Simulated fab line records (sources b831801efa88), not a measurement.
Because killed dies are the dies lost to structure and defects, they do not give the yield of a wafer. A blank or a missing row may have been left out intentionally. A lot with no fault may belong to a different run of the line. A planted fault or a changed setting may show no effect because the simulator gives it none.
Comparing a struck lot with a sound one    flow sky130    43 steps out of a route of 708
Sound: the wafers L319.1, L319.4, L319.5. Struck: wafers L313.3, L313.5, L313.6. The cause is named last.
Per side, at each step with rows, come the tool, then ch with its chambers, and then its first start. Under that, the readings that differ: sound wafers    struck wafers    difference of the means    sigmas: that difference in standard deviations of wafers without a fault.
alike: readings whose means differ by less than 2 such deviations, and words and numbers that are the same on both sides. not compared: withheld readings, readings that some wafer has no value for, bounds like >300 that may hide the same value, and numbers for which the record gives no deviation and whose values overlap.
Wherever a step has rows on one side only, a row that says differs or no value, or a row with sigmas, the two part there. When numbers do not overlap yet have no deviation, they are printed without sigmas and do not part them. A reading missing from all wafers of one side parts the sides only when that side holds two or more wafers.

first, 4 steps without rows for these wafers: SKY_VIA3_CLEAN_18 (cleans in IPA, time 180 s); SKY_VIA3_CLEAN_19 (cleans in O3/DIW); SKY_VIA3_SPUTTER_20 (material TiN, target thk 20 nm, time 80 s); SKY_VIA3_CVD_21 (deposits W, target thk 390 nm, time 117.31 s).
SKY_VIA3_RS_MEAS_22: uses a four-point probe to measure.
  sound: film-metro-02 at day 45 05:59; struck: film-metro-02 at day 43 21:29
  alike: VIA3_W_RS
SKY_VIA3_THK_MEAS_23: measures by xrf.
  sound: film-metro-02 at day 45 06:07; struck: film-metro-02 at day 43 21:35
  alike: VIA3_W_THK
SKY_VIA3_CMP_24: polishes, stops on SiO2, t overpolish 20 s, target thk 0 nm.
  sound on cmp-02 ch 0,2,3, day 45 06:16; struck on cmp-01 ch 0,1, day 43 21:38
  alike: motor-current-A, overpolish-run-s, retaining-ring-pressure-frac, slurry-flow-ml-min, time-to-endpoint-s
then, 2 steps without rows for these wafers: SKY_METAL4_SPUTTER_00 (material Ti, target thk 15 nm, time 10 s); SKY_METAL4_SPUTTER_01 (material TiN, target thk 20 nm, time 16.7 s).
SKY_METAL4_SPUTTER_02: material AlCu, target thk 735 nm, time 39.1 s.
  sound: pvd-sputter-01 at day 45 06:31; struck: pvd-sputter-04 at day 43 21:59
reading                 sound           struck          difference  sigmas
throttle-valve-pct (%)  29.6 28.7 28.9  33.1 30.8 33.1  +3.3        +3
then, 2 steps without rows for these wafers: SKY_METAL4_SPUTTER_03 (material Ti, target thk 5 nm, time 3.3 s); SKY_METAL4_SPUTTER_04 (material TiN, target thk 70 nm, time 58.3 s).
SKY_CAP2M_CVD_00: deposits SiO2, target thk 15.5 nm.
  sound on pecvd-03 ch 0, day 45 06:38; struck on pecvd-01 ch 0,2, day 43 22:05
  alike: heater-power-w
SKY_CAP2M_THK_MEAS_01:
  sound: film-metro-04 at day 45 06:40; struck: film-metro-02 at day 43 22:07
  alike: CAP2M_CVD_00_THK
SKY_CAP2M_SPUTTER_02: material TiN, target thk 200 nm, time 166.7 s.
  sound: pvd-sputter-02 at day 45 06:43; struck: pvd-sputter-01 at day 43 22:10
  alike: throttle-valve-pct
SKY_CAP2M_RS_MEAS_03: uses a four-point probe to measure.
  sound: film-metro-02 at day 45 06:50; struck: film-metro-02 at day 43 22:19
reading                sound           struck          difference  sigmas
CAP2M_TIN_RS (ohm/sq)  7.00 7.11 7.15  6.87 6.87 6.91  -0.20       -3
SKY_CAP2M_THK_MEAS_04: measures by xrf.
  sound: film-metro-02 at day 45 06:57; struck: film-metro-02 at day 43 22:25
reading             sound              struck             difference  sigmas
CAP2M_TIN_THK (nm)  202.2 199.3 197.5  206.1 206.7 205.1  +6.3        +2
then, 7 steps without rows for these wafers: SKY_CAP2M_DEHYDRATE_05 (time 60 s); SKY_CAP2M_HMDS_06 (prime time 60 s); SKY_CAP2M_COAT_07 (resist thk 1140 nm); SKY_CAP2M_SOFTBAKE_08 (time 60 s); SKY_CAP2M_EXPOSE_09 (exposes mask CAP2M, target cd 1000 nm); SKY_CAP2M_PEB_10; SKY_CAP2M_DEVELOP_11 (develop time 60 s).
SKY_CAP2M_OVL_MEAS_12:
  sound: overlay-01 at day 46 04:05; struck: overlay-01 at day 44 19:46
  alike: CAP2M_OVL
SKY_CAP2M_METAL_ETCH_13: etches TiN in Cl2/BCl3, stops on SiO2, target depth 220 nm, time 62.9 s.
  sound on rie-metal-04 ch 0,1, day 46 04:08; struck on rie-metal-01 ch 0, day 44 19:50
  alike: drypump-motor-current-A, oes-product-au, throttle-valve-pct
  not compared: rf-hours-counter-h
then, 12 steps without rows for these wafers: SKY_CAP2M_STRIP_14 (strips in O2/N2); SKY_CAP2M_STRIP_15 (strips in post etch residue remover, time 1200 s); SKY_CAP2M_CLEAN_16 (cleans in IPA, time 180 s); SKY_CAP2M_CLEAN_17 (cleans in O3/DIW); SKY_METAL4_DEHYDRATE_05 (time 60 s); SKY_METAL4_HMDS_06 (prime time 60 s); SKY_METAL4_COAT_07 (resist thk 60 nm); SKY_METAL4_COAT_08 (resist thk 1140 nm); SKY_METAL4_SOFTBAKE_09 (time 90 s); SKY_METAL4_EXPOSE_10 (exposes mask MM4, target cd 300 nm); SKY_METAL4_PEB_11; SKY_METAL4_DEVELOP_12 (develop time 60 s).
SKY_METAL4_CD_MEAS_13 targets a cd of 300 nm.
  sound: cd-sem-01 at day 47 01:11; struck: cd-sem-01 at day 45 17:11
  alike: cd-nm
SKY_METAL4_OVL_MEAS_14:
  sound: overlay-02 at day 47 01:18; struck: overlay-01 at day 45 17:17
  alike: METAL4_OVL
then, 1 step without rows for these wafers: SKY_METAL4_DESCUM_15 (chemistry O2, time 8 s).
SKY_METAL4_ETCH_16: etches BARC in N2/H2, stops on SiO2, time 88.2 s, target depth 60 nm.
  sound on rie-metal-02 ch 1, day 47 01:24; struck on rie-metal-04 ch 0,1, day 45 17:22
  alike: drypump-motor-current-A, oes-product-au, throttle-valve-pct
  not compared: rf-hours-counter-h
-- the record jumps here: 4 days lie between the struck wafers' starts before and after (it left off in module METAL4 and takes up again in module PAD_OPEN, whose first step shown is number 708 of the route) --
SKY_PAD_OPEN_PROBE_99:
  sound: prober-01 at day 50 09:06; struck: prober-01 at day 49 05:36
reading                                  sound              struck             difference  sigmas
model.etest.pfet_01v8.r-on-ohm-um        2750 2760 2783     3827 3898 3802     +1078       
model.etest.pfet-g5v0d10v5.r-on-ohm-um   4661 4591 4698     4846 4817 4831     +181        
model.etest.pfet_01v8.drive-ua-um        204.5 203.9 202    147 141.1 146.9    -58         
model.etest.sram-pfet-latch.drive-ua-um  152.2 157 155.8    104.1 103.3 106.2  -50.5       
model.etest.pfet_01v8_hvt.drive-ua-um    153.2 151.6 150    106.5 103 106.2    -46.4       
model.etest.pfet_01v8_mvt.drive-ua-um    160.3 159.1 157.4  132.3 129.8 132.2  -27.5       
model.etest.pfet_01v8_lvt.drive-ua-um    178.4 180.7 176.3  159.2 157.7 156.7  -20.6       
model.etest.pfet-g5v0d10v5.drive-ua-um   347.5 351.2 345.9  338.6 343.6 340.2  -7.4        

WHERE THEY PART
First at SKY_METAL4_SPUTTER_02; last, within this record, at SKY_CAP2M_THK_MEAS_04. Later steps at which nothing parts them and some readings are alike: SKY_CAP2M_OVL_MEAS_12, SKY_CAP2M_METAL_ETCH_13, SKY_METAL4_CD_MEAS_13, SKY_METAL4_OVL_MEAS_14, SKY_METAL4_ETCH_16.

WHY: the cause the simulator had injected
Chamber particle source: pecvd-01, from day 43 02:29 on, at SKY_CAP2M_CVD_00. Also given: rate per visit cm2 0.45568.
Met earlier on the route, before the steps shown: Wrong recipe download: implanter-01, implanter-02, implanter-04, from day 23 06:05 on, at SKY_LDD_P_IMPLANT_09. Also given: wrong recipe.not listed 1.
